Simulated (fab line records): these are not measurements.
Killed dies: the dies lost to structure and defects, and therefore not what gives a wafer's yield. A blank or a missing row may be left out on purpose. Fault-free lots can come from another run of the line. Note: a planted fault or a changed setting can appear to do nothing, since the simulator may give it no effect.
What tool caused it? | flow sky130 | 14 lots, 42 wafers sampled, at 3 steps of a route of 708

WHAT EACH GAUGE READ, for each wafer
SKY_METAL5_RS_MEAS_05: measurement is done with a four-point probe. Usual: METAL5_ALCU_RS typically reads 0.0271 ohm/sq, with standard deviation 0.00044.
lot  | measured     | on           | METAL5_ALCU_RS (ohm/sq) | flag
L695 | day 43 01:10 | filmMetro-04 | 0.0270 0.0272 0.0270    | 
L699 | day 44 17:11 | filmMetro-02 | 0.0276 0.0272 0.0273    | 
L698 | day 44 21:48 | filmMetro-02 | 0.0273 0.0269 0.0274    | 
L697 | day 44 22:27 | filmMetro-02 | 0.0266 0.0268 0.0266    | 
L703 | day 46 09:16 | filmMetro-02 | 0.0272 0.0275 0.0274    | 
L704 | day 46 09:33 | filmMetro-04 | 0.0275 0.0267 0.0268    | 
L706 | day 46 10:27 | filmMetro-04 | 0.0281 0.0281 0.0283    | 
L707 | day 46 12:20 | filmMetro-01 | 0.0271 0.0277 0.0272    | 
L709 | day 46 13:00 | filmMetro-02 | 0.0275 0.0272 0.0272    | 
L708 | day 46 17:07 | filmMetro-02 | 0.0269 0.0269 0.0267    | 
L712 | day 47 09:32 | filmMetro-04 | 0.0274 0.0276 0.0277    | 
L713 | day 48 00:37 | filmMetro-01 | 0.0267 0.0269 0.0264    | 
L716 | day 48 10:14 | filmMetro-04 | 0.0263 0.0267 0.0263    | 
L717 | day 48 11:13 | filmMetro-02 | 0.0265 0.0270 0.0262    | 

WHAT TOOL EACH LOT RAN ON (gives the tool, then ch and the chambers of the sampled wafers, and finally the start)
lot  | SKY_VIA2_ETCH_14                  | SKY_METAL4_STRIP_19
L695 | rieDiel-01 ch 2,3, day 36 09:23   | plasmaAsher-02 ch 0,1, day 41 22:58
L699 | rieDiel-04 ch 1,2,3, day 38 09:47 | plasmaAsher-03 ch 0,1, day 43 17:02
L698 | rieDiel-04 ch 1,3, day 38 15:13   | plasmaAsher-03 ch 0,1, day 43 21:48
L697 | rieDiel-01 ch 0,1, day 38 16:10   | plasmaAsher-03 ch 0,1, day 43 22:30
L703 | rieDiel-03 ch 0,1,2, day 40 06:13 | plasmaAsher-02 ch 0,1, day 45 09:19
L704 | rieDiel-04 ch 0,3, day 40 06:58   | plasmaAsher-03 ch 0,1, day 45 10:37
L706 | rieDiel-03 ch 1,2, day 40 07:16   | plasmaAsher-04 ch 0,1, day 45 10:44
L707 | rieDiel-04 ch 1,3, day 40 10:50   | plasmaAsher-04 ch 0,1, day 45 12:26
L709 | rieDiel-01 ch 0,2,3, day 40 14:43 | plasmaAsher-04 ch 0, day 45 14:11
L708 | rieDiel-03 ch 0,1,2, day 40 17:59 | plasmaAsher-02 ch 0,1, day 45 18:26
L712 | rieDiel-04 ch 1,3, day 41 12:11   | plasmaAsher-04 ch 0, day 46 10:41
L713 | rieDiel-03 ch 0,1,2, day 42 05:02 | plasmaAsher-03 ch 0, day 47 01:49
L716 | rieDiel-04 ch 1,2,3, day 42 16:58 | plasmaAsher-03 ch 0,1, day 47 12:04
L717 | rieDiel-04 ch 0,1,3, day 42 19:43 | plasmaAsher-02 ch 0,1, day 47 13:41
- SKY_VIA2_ETCH_14: etches BARC in N2/H2, stops on SiO2, time 45.9 s, target depth 60 nm.
- SKY_METAL4_STRIP_19: strips in O2/N2.

AS READ BY THE TOOLS THEMSELVES (means over the sampled wafers that have a number; for cases with no such wafer, the mark the record gives instead)
SKY_VIA2_ETCH_14. Usual: biasW 100.0 W, standard deviation 0.3; drypumpMotorCurrentA 5.5 A, standard deviation 0.52; h2FlowSccm 200.0 sccm, standard deviation 0.53; oesProductAu 0.854 a.u., standard deviation 0.0046; throttleValvePct 13.223 %, standard deviation 0.0093.
lot  | tool       | biasW (W) | drypumpMotorCurrentA (A) | h2FlowSccm (sccm) | oesProductAu (a.u.) | throttleValvePct (%) | flag
L695 | rieDiel-01 | 100.2     | 5.4                      | 199.0             | 0.856               | 13.227               | 
L699 | rieDiel-04 | 100.3     | 5.1                      | 199.9             | 0.852               | 13.229               | 
L698 | rieDiel-04 | 99.6      | 5.3                      | 199.5             | 0.848               | 13.219               | 
L697 | rieDiel-01 | 100.4     | 5.3                      | 199.2             | 0.854               | 13.217               | 
L703 | rieDiel-03 | 100.1     | 6.1                      | 199.9             | 0.855               | 13.226               | 
L704 | rieDiel-04 | 99.9      | 5.6                      | 200.2             | 0.857               | 13.228               | 
L706 | rieDiel-03 | 100.1     | 5.8                      | 200.0             | 0.856               | 13.233               | 
L707 | rieDiel-04 | 100.2     | 5.3                      | 200.3             | 0.861               | 13.219               | 
L709 | rieDiel-01 | 100.0     | 5.6                      | 200.1             | 0.854               | 13.222               | 
L708 | rieDiel-03 | 99.7      | 6.1                      | 200.0             | 0.856               | 13.227               | 
L712 | rieDiel-04 | 100.0     | 5.3                      | 200.4             | 0.855               | 13.211               | 
L713 | rieDiel-03 | 99.9      | 6.1                      | 199.6             | 0.854               | 13.218               | 
L716 | rieDiel-04 | 99.9      | 5.1                      | 200.5             | 0.858               | 13.226               | 
L717 | rieDiel-04 | 100.1     | 5.4                      | 199.8             | 0.858               | 13.224               | 

SKY_METAL4_STRIP_19. Usual: drypumpMotorCurrentA 5.6 A, standard deviation 0.5; o2FlowSccm 2999 sccm, standard deviation 9; oesProductAu 0.501 a.u., standard deviation 0.0068; stripTimeToEndpointS 6.50 s, standard deviation 0.13.
lot  | tool           | drypumpMotorCurrentA (A) | o2FlowSccm (sccm) | oesProductAu (a.u.) | stripTimeToEndpointS (s) | flag
L695 | plasmaAsher-02 | 5.2                      | 3008              | 0.504               | 6.62                     | 
L699 | plasmaAsher-03 | 6.0                      | 2995              | 0.504               | 6.52                     | 
L698 | plasmaAsher-03 | 6.0                      | 2994              | 0.508               | 6.66                     | 
L697 | plasmaAsher-03 | 6.3                      | 3008              | 0.510               | 6.69                     | 
L703 | plasmaAsher-02 | 5.3                      | 2999              | 0.497               | 6.49                     | 
L704 | plasmaAsher-03 | 6.3                      | 3001              | 0.504               | 6.54                     | 
L706 | plasmaAsher-04 | 5.9                      | 3005              | 0.502               | 6.49                     | 
L707 | plasmaAsher-04 | 5.9                      | 2981              | 0.504               | 6.53                     | 
L709 | plasmaAsher-04 | 6.1                      | 3004              | 0.500               | 6.39                     | 
L708 | plasmaAsher-02 | 5.2                      | 3005              | 0.503               | 6.64                     | 
L712 | plasmaAsher-04 | 6.2                      | 3014              | 0.497               | 6.47                     | 
L713 | plasmaAsher-03 | 5.8                      | 3003              | 0.493               | 6.38                     | 
L716 | plasmaAsher-03 | 6.0                      | 2992              | 0.503               | 6.55                     | 
L717 | plasmaAsher-02 | 5.2                      | 2998              | 0.495               | 6.45                     | 

THE ANSWER, worked out from the rows above alone
Rule: take the mean of a lot's wafers that have a number; if it is more than 3 standard deviations from the usual mean, the lot is off. Also off: a lot with no number at a reading for which 4 or more lots have one. Where the step has rows for the other lots, those lots are counted as sound. First the gauges in route order, then the tools' own readings, where a lot's mean is used as printed above. The first step at which some lot is off is used, and at that step the reading that is off furthest; a lot without a number counts as furthest.
No lot is off at any reading shown: from this, nothing can be told.

WHAT THE SIMULATOR HAD PUT IN
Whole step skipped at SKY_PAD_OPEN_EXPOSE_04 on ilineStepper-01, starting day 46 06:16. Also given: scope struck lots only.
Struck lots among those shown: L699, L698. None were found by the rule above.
